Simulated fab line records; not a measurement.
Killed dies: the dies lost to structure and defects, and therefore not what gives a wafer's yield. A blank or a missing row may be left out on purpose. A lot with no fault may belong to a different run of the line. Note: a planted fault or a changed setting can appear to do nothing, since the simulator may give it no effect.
fab line records	flow sfq_line
record: lots: 6	wafers: 18	last_day: 84
route steps=325 shown M2@102 I2@103 M3@118
lots untouched by any fault: they come from a run of this same line in which no faults occurred
start_h: start of the lot's first displayed wafer, in hours after the record's first day	wait_h: time in hours since the lot's previous step	" the same as in the row above	L1.1+2: one row covering several wafers at once	- either no value or no given start	* or withheld: withheld	< > ~ a bound
route shown NAME@n: names a module that has steps shown in the file, with the first one's number in the route	usual: mean/standard deviation taken from wafers without a fault	same: alike in all rows	chamber/n: place in a boat	sites: readings site by site	_std_site: the standard deviation of these	_edge_site: the outer-site mean with the inner-site mean subtracted	radius_mm: how far each site lies from the wafer's centre	mask NAME#n: copy n	behind: the tool/chamber that last shaped the wafer	hold: reason for holding the lot/hours on hold/outcome of the hold	device: transistor that didn't switch, given as n, p or np	end of line: tests of these same wafers at the route's end	where a step has no rows: the recipe by itself	killed: not the wafer's yield, but the dies lost to structure and defects at the first sort	map: the dies of a wafer, with x for killed, . for not killed, _ for no die there
set.NAME: the run value of the setting; set.NAME@STEP: its run value at that earlier step	model.NAME: the simulator's own value behind a step, which no gauge read
lots seen at some steps along the route; tables by step, rows by wafer
services: a tool's chamber out of use, with start hour (start_h, from the record's first day; less than 0 if before it), hours out, and reason
== steps ==
step: SFQ_TRILAYER_M2_STRIP_SOLV_CLEAN_062
recipe: chemistry: NMP	temp_c: 70	time_s: 600
step: SFQ_TRILAYER_I2_DEP_PECVD_063
recipe: material: SiO2	temp_c: 150	time_s: 111.11	pressure_torr: 2.4	rf_w: 183.3	precursor: SiH4/N2O	target_thk_nm: 500
usual: chamber_pressure_Torr: 2.400/0.0052	heater_power_w: 82/13	rf_fwd_power_W: 182.2/0.61	throttle_valve_pct: 24.6/1
lot.wafer	tool	chamber	start_h	wait_h	chamber_pressure_Torr	heater_power_w	rf_fwd_power_W	throttle_valve_pct
L825.1	pecvd-01	2	748.10	0.0	2.401	71	183.0	26.9
L825.3	"	1	"	"	2.404	115	182.7	23.9
L825.4	"	2	"	"	2.398	74	182.5	26.8
L826.1	pecvd-03	0	754.51	0.0	2.404	68	183.4	24.9
L826.2	"	2	"	"	2.400	88	182.4	24.0
L826.4	"	2	"	"	2.398	91	182.1	24.5
L832.1	pecvd-03	0	783.17	0.0	2.390	62	182.9	25.2
L832.3	"	2	"	"	2.400	88	182.2	24.1
L832.5	"	2	"	"	2.397	92	181.7	24.3
L833.2	pecvd-04	2	800.48	0.0	2.405	76	182.6	24.3
L833.4	"	0	"	"	2.402	92	181.6	23.6
L833.5	"	2	"	"	2.399	81	182.5	24.3
L834.3	pecvd-04	1	941.40	0.0	2.404	74	182.7	25.8
L834.5	"	1	"	"	2.400	77	182.5	25.9
L834.6	"	0	"	"	2.402	84	181.7	24.0
L840.3	pecvd-04	0	1011.45	0.0	2.392	92	182.1	24.5
L840.4	"	2	"	"	2.399	73	181.9	24.8
L840.6	"	0	"	"	2.394	94	182.4	24.4
step: SFQ_TRILAYER_I2_CMP_CMP_064
recipe: material: SiO2	down_force_psi: 3	platen_rpm: 60	pad_velocity_m_s: 0.94248
usual: motor_current_A: 10.3/1.1	time_to_endpoint_s: 215/7.8
lot.wafer	tool	chamber	start_h	wait_h	motor_current_A	time_to_endpoint_s
L825.3	cmp-01	0	778.65	30.5	9.5	229
L825.1	"	1	"	"	12.1	230
L825.4	"	2	"	"	11.2	228
L826.1	cmp-02	2	785.21	30.7	10.4	223
L826.2	"	0	786.21	31.7	10.2	211
L826.4	"	1	"	"	9.4	220
L832.1	cmp-02	0	828.13	44.9	9.8	212
L832.3	"	1	"	"	9.7	215
L832.5	"	0	830.13	46.9	10.0	211
L833.2	cmp-01	3	851.38	50.9	11.1	215
L833.4	"	0	"	"	9.5	228
L833.5	"	1	"	"	11.5	229
L834.3	cmp-01	3	950.88	9.4	11.3	217
L834.5	"	2	952.38	10.9	11.0	217
L834.6	"	3	"	"	11.0	223
L840.3	cmp-01	0	1015.23	3.7	9.5	215
L840.4	"	3	1016.73	5.2	11.7	220
L840.6	"	1	1017.73	6.2	12.3	224
step: SFQ_I2_BOW_MEAS_917
recipe: mode: bow
usual: I2_BOW: 2/8
lot.wafer	tool	chamber	start_h	wait_h	I2_BOW[um]
L825.1	film_metro-02	-	781.15	1.5	2
L825.3	"	-	"	"	-6
L825.4	"	-	"	"	-11
L826.1	film_metro-02	-	788.21	2.5	-7
L826.2	"	-	"	"	-9
L826.4	"	-	"	"	0
L832.1	film_metro-03	-	830.63	2.0	-4
L832.3	"	-	"	"	6
L832.5	"	-	"	"	17
L833.2	film_metro-02	-	853.40	1.5	4
L833.4	"	-	"	"	3
L833.5	"	-	"	"	-8
L834.3	film_metro-02	-	953.42	2.0	-9
L834.5	"	-	"	"	6
L834.6	"	-	"	"	14
L840.3	film_metro-01	-	1018.27	2.5	5
L840.4	"	-	"	"	5
L840.6	"	-	"	"	3
step: SFQ_TRILAYER_I2_METRO_MEASURE_065
usual: thk_nm: 199.9/0.97
lot.wafer	tool	chamber	start_h	wait_h	thk_nm
L825.1	film_metro-02	-	781.27	0.1	199.3
L825.3	"	-	"	"	199.9
L825.4	"	-	"	"	199.9
L826.1	film_metro-02	-	788.33	0.1	198.8
L826.2	"	-	"	"	199.3
L826.4	"	-	"	"	200.0
L832.1	film_metro-03	-	830.75	0.1	200.4
L832.3	"	-	"	"	200.1
L832.5	"	-	"	"	199.3
L833.2	film_metro-02	-	853.70	0.3	200.2
L833.4	"	-	"	"	201.1
L833.5	"	-	"	"	201.0
L834.3	film_metro-02	-	953.90	0.5	201.6
L834.5	"	-	"	"	201.3
L834.6	"	-	"	"	201.4
L840.3	film_metro-01	-	1018.75	0.5	199.4
L840.4	"	-	"	"	200.1
L840.6	"	-	"	"	200.0
step: SFQ_TRILAYER_I2_VIA_LITHO_COAT_072
recipe: resist: BARC	spin_rpm: 3000	resist_thk_nm: 62
step: SFQ_TRILAYER_I2_VIA_LITHO_COAT_067
recipe: resist: KrF	spin_rpm: 3000	resist_thk_nm: 650
step: SFQ_TRILAYER_I2_VIA_LITHO_SOFTBAKE_071
recipe: temp_c: withheld	time_s: withheld	resist: KrF
step: SFQ_TRILAYER_I2_VIA_LITHO_EXPOSE_068
recipe: mask_id: I2	na: 0.6	source_shape: conventional	sigma_outer: 0.65	target_cd_nm: 500	dose_mj: 21.3
step: SFQ_TRILAYER_I2_VIA_LITHO_PEB_070
recipe: peb_temp_c: 115	peb_time_s: 60	resist: KrF
step: SFQ_TRILAYER_I2_VIA_LITHO_DEVELOP_069
recipe: time_s: 60	resist: KrF
step: SFQ_I2_OVL_MEAS_918
usual: I2_OVL: -3/5.6
lot.wafer	tool	chamber	start_h	wait_h	I2_OVL[nm]
L825.1	overlay-02	-	908.00	0.1	-1
L825.3	"	-	"	"	-11
L825.4	"	-	"	"	-8
L826.1	overlay-01	-	915.46	0.1	-5
L826.2	"	-	"	"	3
L826.4	"	-	"	"	2
L832.1	overlay-02	-	952.40	0.1	-10
L832.3	"	-	"	"	-2
L832.5	"	-	"	"	-4
L833.2	overlay-01	-	953.93	0.1	0
L833.4	"	-	"	"	-3
L833.5	"	-	"	"	7
L834.3	overlay-01	-	962.41	0.1	-13
L834.5	"	-	"	"	-8
L834.6	"	-	"	"	-3
L840.3	overlay-01	-	1025.27	0.1	-10
L840.4	"	-	"	"	0
L840.6	"	-	"	"	-4
step: SFQ_TRILAYER_I2_VIA_BARC_OPEN_VIA_ETCH_096
recipe: mask_material: PR	chemistry: O2	target_depth_nm: 125	target: BARC	source_w: 500	bias_w: 80	pressure_mtorr: 30	time_s: 41.7
usual: bias_w: 80.02/0.26	chamber_pressure_mTorr: 30.003/0.029	drypump_motor_current_A: 5.9/0.52	oes_product_au: 0.685/0.005	rf_fwd_power_W: 495.0/1.9
lot.wafer	tool	chamber	start_h	wait_h	bias_w	chamber_pressure_mTorr	drypump_motor_current_A	oes_product_au	rf_fwd_power_W	rf_hours_counter_h	model.KrF_of_TRILAYER_I2_VIA_LITHO_COAT_067.thk_nm
L825.1	rie_diel-01	1	908.04	0.0	80.11	30.001	5.2	0.683	494.8	17	571.7
L825.3	"	0	"	"	79.95	30.007	5.6	0.686	495.2	7	571.8
L825.4	"	2	"	"	80.05	29.990	6.4	0.690	494.0	11	571.3
L826.1	rie_diel-01	1	915.49	0.0	79.76	30.002	5.2	0.696	494.0	18	573.5
L826.2	"	2	"	"	79.84	30.017	6.4	0.694	490.8	11	576.2
L826.4	"	3	"	"	80.04	30.037	5.4	0.688	495.7	9	575.8
L832.1	rie_diel-01	1	952.44	0.0	-	-	-	-	-	-	626.5
L832.3	"	3	"	"	-	-	-	-	-	-	625.2
L832.5	"	2	"	"	-	-	-	-	-	-	628
L833.2	rie_diel-02	3	953.96	0.0	-	-	-	-	-	-	623.5
L833.4	"	3	"	"	-	-	-	-	-	-	625.8
L833.5	"	0	"	"	-	-	-	-	-	-	625.4
L834.3	rie_diel-03	3	962.43	0.0	79.59	30.003	6.2	0.694	493.9	7	572
L834.5	"	0	"	"	79.95	30.011	6.8	0.687	496.3	-	571.1
L834.6	"	1	"	"	79.98	30.032	6.1	0.688	493.9	-	574.2
L840.3	rie_diel-01	2	1025.30	0.0	80.25	30.011	6.4	0.682	492.3	14	573.5
L840.4	"	3	"	"	80.08	30.012	5.4	0.682	497.9	12	574.1
L840.6	"	0	"	"	79.67	29.959	5.6	0.686	497.4	-	572.9
step: SFQ_TRILAYER_I2_VIA_ETCH_VIA_ETCH_070
recipe: target: SiO2	stop_on: Nb	mask_material: PR	taper_deg: 20	chemistry: CHF3	target_depth_nm: 260	source_w: 500	bias_w: 80	pressure_mtorr: 30	time_s: withheld
usual: bias_w: 79.98/0.23	chamber_pressure_mTorr: 29.997/0.03	drypump_motor_current_A: 5.9/0.52	oes_product_au: 0.854/0.0051	rf_fwd_power_W: 498.5/1.5
lot.wafer	tool	chamber	start_h	wait_h	bias_w	chamber_pressure_mTorr	drypump_motor_current_A	oes_product_au	rf_fwd_power_W	model.KrF_of_TRILAYER_I2_VIA_LITHO_COAT_067.thk_nm
L825.1	rie_diel-01	1	908.08	0.0	80.57	29.942	5.2	0.849	498.4	527.1
L825.3	"	0	"	"	79.83	29.963	5.6	0.850	496.6	527.4
L825.4	"	2	"	"	80.24	30.015	6.4	0.853	497.9	527.4
L826.1	rie_diel-01	1	915.53	0.0	80.12	30.016	5.2	0.855	498.9	528.5
L826.2	"	2	"	"	79.50	30.009	6.4	0.853	500.0	532.3
L826.4	"	3	"	"	79.93	29.965	5.4	0.855	500.9	531.7
L832.1	rie_diel-01	1	952.48	0.0	79.43	29.939	5.2	0.374	499.0	581.8
L832.3	"	3	"	"	79.93	30.003	5.4	0.376	497.6	580.9
L832.5	"	2	"	"	80.16	30.015	6.4	0.372	499.9	583.8
L833.2	rie_diel-02	3	954.00	0.0	80.08	30.008	5.1	0.378	497.9	579.3
L833.4	"	3	"	"	80.05	29.981	5.1	0.381	499.8	581.8
L833.5	"	0	"	"	80.30	29.977	5.4	0.379	498.6	580.9
L834.3	rie_diel-03	3	962.47	0.0	80.11	30.031	6.2	0.863	500.6	527.8
L834.5	"	0	"	"	79.59	29.974	6.8	0.854	500.6	526
L834.6	"	1	"	"	79.71	30.017	6.2	0.847	500.8	530.5
L840.3	rie_diel-01	2	1025.34	0.0	79.80	29.975	6.4	0.853	499.3	528.2
L840.4	"	3	"	"	80.04	30.026	5.4	0.853	498.1	529.8
L840.6	"	0	"	"	80.19	30.017	5.6	0.852	498.6	528
step: SFQ_TRILAYER_I2_VIA_STRIP_STRIP_071
recipe: gas: O2	power_w: 200	platen_temp_c: 40	overash_fraction: 0.65	chemistry: O2	pressure_mtorr: 50
usual: drypump_motor_current_A: 5.9/0.38	oes_product_au: 0.998/0.0075
lot.wafer	tool	chamber	start_h	wait_h	drypump_motor_current_A	oes_product_au	rf_hours_counter_h
L825.1	rie_metal-01	1	908.19	-	6.0	1.004	126
L825.3	"	1	"	"	5.9	1.002	-
L825.4	"	0	"	"	5.6	0.999	-
L826.1	rie_metal-01	0	915.65	-	5.6	0.991	59
L826.2	"	0	"	"	5.7	0.996	-
L826.4	"	0	"	"	5.6	0.998	-
L832.1	rie_metal-02	1	952.59	-	6.5	0.996	98
L832.3	"	0	"	"	5.6	0.997	-
L832.5	"	0	"	"	5.6	0.992	-
L833.2	rie_metal-02	0	954.11	-	5.6	0.995	71
L833.4	"	1	"	"	6.5	1.002	-
L833.5	"	0	"	"	5.6	0.997	-
L834.3	rie_metal-02	1	962.78	-	6.5	1.007	-
L834.5	"	0	"	"	5.6	1.000	-
L834.6	"	1	"	"	6.5	0.994	-
L840.3	rie_metal-04	1	1025.85	-	5.3	1.005	-
L840.4	"	1	"	"	5.3	0.994	-
L840.6	"	1	"	"	5.4	0.996	-
step: SFQ_TRILAYER_I2_VIA_STRIP_SOLV_CLEAN_072
recipe: chemistry: NMP	temp_c: 70	time_s: 600
step: SFQ_TRILAYER_M3_DEP_PRE_CLEAN_074
recipe: gas: Ar	time_s: 22.5	bias_v: 250
step: SFQ_TRILAYER_M3_DEP_SPUTTER_073
recipe: material: Nb	base_pressure_pa: 1.33e-06	chamber_pressure_pa: 0.1333	substrate_temp_c: 20	resputter_cathode_voltage_v: 400	target_thk_nm: 200	power_w: 2000	time_s: 133.3
usual: resputter_cathode_voltage_v: 400/4.1	throttle_valve_pct: 30.0/0.85
lot.wafer	tool	chamber	start_h	wait_h	resputter_cathode_voltage_v	throttle_valve_pct
L825.1	pvd_sputter-05	-	909.00	0.0	399	29.5
L825.3	"	-	"	"	400	29.4
L825.4	"	-	"	"	396	31.6
L826.1	pvd_sputter-05	-	917.05	0.0	407	29.9
L826.2	"	-	"	"	398	31.5
L826.4	"	-	"	"	402	29.3
L832.1	pvd_sputter-04	-	953.40	0.0	402	30.6
L832.3	"	-	"	"	395	29.5
L832.5	"	-	"	"	394	30.1
L833.2	pvd_sputter-05	-	954.92	0.0	399	31.6
L833.4	"	-	"	"	403	29.8
L833.5	"	-	"	"	389	31.7
L834.3	pvd_sputter-03	-	963.39	0.0	405	29.9
L834.5	"	-	"	"	398	29.2
L834.6	"	-	"	"	404	29.6
L840.3	pvd_sputter-05	-	1026.85	0.0	402	31.4
L840.4	"	-	"	"	397	29.6
L840.6	"	-	"	"	400	29.4
step: SFQ_M3_RS_MEAS_919
recipe: thk_meas_gauge: four-point-probe	reads: Nb_of_TRILAYER_M3_DEP_SPUTTER_073
usual: M3_NB_RS: 0.885/0.011
lot.wafer	tool	chamber	start_h	wait_h	M3_NB_RS[ohm/sq]
L825.1	film_metro-04	-	909.09	0.0	0.881
L825.3	"	-	"	"	0.886
L825.4	"	-	"	"	0.877
L826.1	film_metro-04	-	917.14	0.0	0.881
L826.2	"	-	"	"	0.880
L826.4	"	-	"	"	0.887
L832.1	film_metro-03	-	953.49	0.0	0.889
L832.3	"	-	"	"	0.875
L832.5	"	-	"	"	0.891
L833.2	film_metro-03	-	955.03	0.1	0.890
L833.4	"	-	"	"	0.901
L833.5	"	-	"	"	0.891
L834.3	film_metro-01	-	963.52	0.1	0.887
L834.5	"	-	"	"	0.874
L834.6	"	-	"	"	0.889
L840.3	film_metro-01	-	1026.98	0.1	0.880
L840.4	"	-	"	"	0.888
L840.6	"	-	"	"	0.886
step: SFQ_TRILAYER_M3_LITHO_COAT_080
recipe: resist: BARC	spin_rpm: 3000	resist_thk_nm: 62
step: SFQ_TRILAYER_M3_LITHO_COAT_075
recipe: resist: KrF	spin_rpm: 3000	resist_thk_nm: 600
step: SFQ_TRILAYER_M3_LITHO_SOFTBAKE_079
recipe: temp_c: withheld	time_s: withheld	resist: KrF
step: SFQ_TRILAYER_M3_LITHO_EXPOSE_076
recipe: mask_id: M3	na: 0.6	source_shape: conventional	sigma_outer: 0.65	target_cd_nm: 500	dose_mj: 14.4
usual: exposure_dose_mJ_cm2: 14.401/0.016	focus_offset_nm: 0.0/0.56	na: 0.6/0	reticle_temp_C: 23.01/0.1	sigma_outer: 0.65/0	stage_vel_mm_s: 500.01/0.25
lot.wafer	tool	chamber	start_h	wait_h	mask	exposure_dose_mJ_cm2	focus_offset_nm	na	reticle_temp_C	sigma_outer	stage_vel_mm_s
L825.1	krf_scanner-01	0	910.20	-	M3#0	14.408	-1.2	0.6	22.90	0.65	499.94
L825.3	"	0	"	"	M3#0	14.422	-0.1	0.6	23.11	0.65	499.94
L825.4	"	0	"	"	M3#0	14.403	-0.9	0.6	23.09	0.65	500.31
L826.1	krf_scanner-01	0	918.83	-	M3#0	14.385	-0.2	0.6	23.02	0.65	500.41
L826.2	"	0	"	"	M3#0	14.387	0.5	0.6	22.98	0.65	500.42
L826.4	"	0	"	"	M3#0	14.378	0.1	0.6	22.88	0.65	500.32
L832.1	krf_scanner-02	-	1090.50	-	M3#0	-	-	-	-	-	-
L832.3	"	-	"	"	M3#0	-	-	-	-	-	-
L832.5	"	-	"	"	M3#0	-	-	-	-	-	-
L833.2	krf_scanner-02	-	1093.10	-	M3#0	-	-	-	-	-	-
L833.4	"	-	"	"	M3#0	-	-	-	-	-	-
L833.5	"	-	"	"	M3#0	-	-	-	-	-	-
L834.3	krf_scanner-02	0	1106.50	-	M3#0	14.385	0.2	0.6	22.99	0.65	499.69
L834.5	"	0	"	"	M3#0	14.386	0.4	0.6	22.79	0.65	499.70
L834.6	"	0	"	"	M3#0	14.397	0.5	0.6	22.94	0.65	499.83
L840.3	krf_scanner-01	0	1116.22	-	M3#0	14.401	-0.4	0.6	23.03	0.65	499.79
L840.4	"	0	"	"	M3#0	14.385	0.0	0.6	23.02	0.65	499.84
L840.6	"	0	"	"	M3#0	14.391	1.1	0.6	23.09	0.65	499.51
step: SFQ_TRILAYER_M3_LITHO_PEB_078
recipe: peb_temp_c: 115	peb_time_s: 60	resist: KrF
== services ==
tool	chamber	start_h	hours	kind
rie_diel-01	0	734.95	7.2	repair
krf_scanner-01	-	736.24	0.4	repair
film_metro-02	-	741.68	0.7	pm
rie_diel-01	-	753.83	0.3	repair
film_metro-02	-	784.03	1.3	pm
film_metro-02	-	795.53	1.3	pm
cmp-01	-	803.76	4.6	repair
rie_diel-01	2	810.09	6.8	repair
pvd_sputter-05	-	812.79	3.7	repair
rie_diel-01	1	873.81	7.0	repair
cmp-01	-	916.38	4.0	pm
cmp-01	-	973.76	0.7	repair
cmp-01	-	977.41	4.8	pm
film_metro-02	-	986.68	0.8	pm
rie_diel-01	3	998.70	2.5	repair
rie_diel-01	1	1018.26	1.7	repair
cmp-01	-	1019.66	6.0	repair
rie_diel-01	2	1020.11	1.8	repair
film_metro-02	-	1029.03	0.4	pm
film_metro-02	-	1037.29	7.7	pm
rie_diel-01	-	1041.32	2.8	pm
film_metro-02	-	1044.96	1.1	pm
cmp-01	-	1071.36	6.5	repair
pvd_sputter-05	-	1108.37	1.1	repair
== key ==
first_sign: step: SFQ_TRILAYER_I2_VIA_BARC_OPEN_VIA_ETCH_096	reading: tool_record	direction: missing
effect: step: SFQ_TRILAYER_I2_VIA_ETCH_VIA_ETCH_070	reading: oes_product_au	direction: down	sigmas: 94	usual: 0.854	struck: 0.377
effect: step: SFQ_TRILAYER_M3_LITHO_EXPOSE_076	reading: tool_record	direction: missing
model_effect: step: SFQ_TRILAYER_I2_VIA_BARC_OPEN_VIA_ETCH_096	value: KrF_of_TRILAYER_I2_VIA_LITHO_COAT_067.thk_nm	without: 574.6	struck: 625.7
model_effect: step: SFQ_TRILAYER_I2_VIA_ETCH_VIA_ETCH_070	value: KrF_of_TRILAYER_I2_VIA_LITHO_COAT_067.thk_nm	without: 530.3	struck: 581.4
met_at SFQ_TRILAYER_I2_VIA_BARC_OPEN_VIA_ETCH_096
struck_wafers L832.1,L832.3,L832.5,L833.2,L833.4,L833.5
onset_between 915.49 952.44
fault: kind: skipped_step_whole	tool: rie_diel-01,rie_diel-02	chamber: -	onset_h: 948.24	steps: SFQ_TRILAYER_I2_VIA_BARC_OPEN_VIA_ETCH_096	scope: struck_lots_only
